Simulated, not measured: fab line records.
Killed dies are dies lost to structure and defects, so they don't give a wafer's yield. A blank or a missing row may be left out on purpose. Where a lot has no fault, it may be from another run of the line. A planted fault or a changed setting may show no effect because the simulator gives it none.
fab line records | flow sfq_line
record: lots: 14 | wafers: 42 | last_day: 94
route steps=325 shown INCOMING@2
lots that met no fault: taken from a fault-free run of the same line
start_h: start of the lot's first displayed wafer, in hours after the record's first day | wait_h: hours elapsed since this lot's preceding step | " repeats the value in the row above | L1.1+2: a single row standing in for several wafers | - no value, or no start was given | * or withheld: withheld | < > ~ a bound
route shown NAME@n: a module of which the file shows steps, and the number in the route of the first | usual: mean/standard deviation taken from wafers without a fault | same: alike in all rows | chamber/n: place in a boat | sites: readings site by site | _std_site: standard deviation across them | _edge_site: inner sites' mean taken away from outer sites' mean | radius_mm: how far each site lies from the wafer's centre | mask NAME#n: copy n | behind: the most recent tool/chamber to have shaped the wafer | hold: the reason the lot was held/the length of the hold in hours/how it ended | device: the transistor (n, p or np) that didn't switch | end of line: the same wafers' tests at the end of the route | where a step has no rows: the recipe by itself | killed: at the first sort, the dies lost to defects and structure; wafer yield is something else | map: a wafer's dies, marking killed ones x, the rest . and places with no die _
set.NAME: the setting the step ran with; set.NAME@STEP: the setting that earlier step ran with | model.NAME: the simulator's own value behind a step, which no gauge read
a sample of lots followed through the steps of the route, with each step as a table and each wafer as a row
services: the hour from which a tool's chamber was out of use, counted from the record's first day as start_h (under 0 if before that day), plus the number of hours and why
== steps ==
step: SFQ_TRILAYER_INCOMING_OXIDATION_002
recipe: temp_c: 1000 | ambient: H2O | target_thk_a: 5000 | p_h2o_torr: 720 | ox_time_s: 4939
usual: ox_time_s: 4939/0 | spike_tc_centre_C: 999.9/1.1 | spike_tc_upper_C: 1000.0/1.1
lot.wafer | tool       | chamber | start_h | wait_h | ox_time_s | spike_tc_centre_C | spike_tc_upper_C
L694.2    | furnace-02 | 0       | 10.12   | 0.1    | 4939      | 1000.8            | 1001.3
L694.5    | "          | 0       | "       | "      | 4939      | 999.5             | 999.3
L694.6    | "          | 0       | "       | "      | 4939      | 1001.6            | 1000.8
L695.3    | furnace-01 | 0       | 15.12   | 0.1    | 4939      | 1000.0            | 1000.0
L695.5    | "          | 0       | "       | "      | 4939      | 1000.6            | 1000.4
L695.6    | "          | 0       | "       | "      | 4939      | 997.9             | 998.0
L696.2    | furnace-02 | 0       | 20.12   | 0.1    | 4939      | 1000.7            | 998.9
L696.3    | "          | 0       | "       | "      | 4939      | 1000.3            | 1001.5
L696.4    | "          | 0       | "       | "      | 4939      | 1001.7            | 999.2
L697.2    | furnace-01 | 0       | 25.12   | 0.1    | 4939      | 1000.9            | 999.2
L697.3    | "          | 0       | "       | "      | 4939      | 999.5             | 1001.3
L697.5    | "          | 0       | "       | "      | 4939      | 998.4             | 1000.3
L698.3    | furnace-02 | 0       | 30.12   | 0.1    | 4939      | 1000.2            | 1001.5
L698.5    | "          | 0       | "       | "      | 4939      | 1000.0            | 999.2
L698.6    | "          | 0       | "       | "      | 4939      | 1000.6            | 1000.9
L699.2    | furnace-01 | 0       | 35.12   | 0.1    | 4939      | 1000.3            | 998.8
L699.3    | "          | 0       | "       | "      | 4939      | 999.7             | 999.1
L699.5    | "          | 0       | "       | "      | 4939      | 998.4             | 1000.2
L700.1    | furnace-02 | 0       | 40.12   | 0.1    | 4939      | 1000.8            | 999.8
L700.5    | "          | 0       | "       | "      | 4939      | 1001.9            | 998.7
L700.6    | "          | 0       | "       | "      | 4939      | 999.9             | 1001.3
L701.2    | furnace-01 | 0       | 45.12   | 0.1    | 4939      | 1001.0            | 1000.2
L701.3    | "          | 0       | "       | "      | 4939      | 999.6             | 1000.6
L701.4    | "          | 0       | "       | "      | 4939      | 997.6             | 997.9
L703.1    | furnace-01 | 0       | 55.12   | 0.1    | 4939      | 999.1             | 999.2
L703.2    | "          | 0       | "       | "      | 4939      | 999.5             | 999.6
L703.4    | "          | 0       | "       | "      | 4939      | 998.8             | 999.2
L708.2    | furnace-02 | 0       | 80.12   | 0.1    | 4939      | 1000.0            | 998.8
L708.3    | "          | 0       | "       | "      | 4939      | 1001.7            | 1000.4
L708.4    | "          | 0       | "       | "      | 4939      | 1000.1            | 999.5
L709.2    | furnace-01 | 0       | 85.12   | 0.1    | 5926.8    | 998.7             | 998.6
L709.4    | "          | 0       | "       | "      | 5926.8    | 999.8             | 1000.6
L709.6    | "          | 0       | "       | "      | 5926.8    | 999.0             | 1000.5
L711.1    | furnace-01 | 0       | 95.12   | 0.1    | 5926.8    | 997.8             | 998.5
L711.2    | "          | 0       | "       | "      | 5926.8    | 1000.1            | 1000.9
L711.5    | "          | 0       | "       | "      | 5926.8    | 999.0             | 1000.3
L714.1    | furnace-02 | 0       | 110.12  | 0.1    | 4939      | 1000.4            | 1000.3
L714.2    | "          | 0       | "       | "      | 4939      | 998.9             | 1001.5
L714.3    | "          | 0       | "       | "      | 4939      | 1000.9            | 999.1
L716.1    | furnace-02 | 0       | 120.12  | 0.1    | 4939      | 1000.1            | 998.8
L716.5    | "          | 0       | "       | "      | 4939      | 1000.6            | 999.3
L716.6    | "          | 0       | "       | "      | 4939      | 998.2             | 999.8
== services ==
tool       | chamber | start_h | hours | kind
furnace-02 | -       | 2.76    | 6.4   | pm
furnace-01 | -       | 27.49   | 4.3   | pm
== key ==
first_sign: step: SFQ_TRILAYER_INCOMING_OXIDATION_002 | reading: ox_time_s | direction: up | sigmas: 99+ | usual: * | struck: *
effect none on later readings
met_at SFQ_TRILAYER_INCOMING_OXIDATION_002
struck_lots L709,L711
onset_between 55.12 85.12
fault: kind: process_parameter_drift | tool: furnace-01 | chamber: - | onset_h: 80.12 | steps: SFQ_TRILAYER_INCOMING_OXIDATION_002 | channel: ox_time_s | offset: * | shape: step | end_h: 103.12 | stated: *
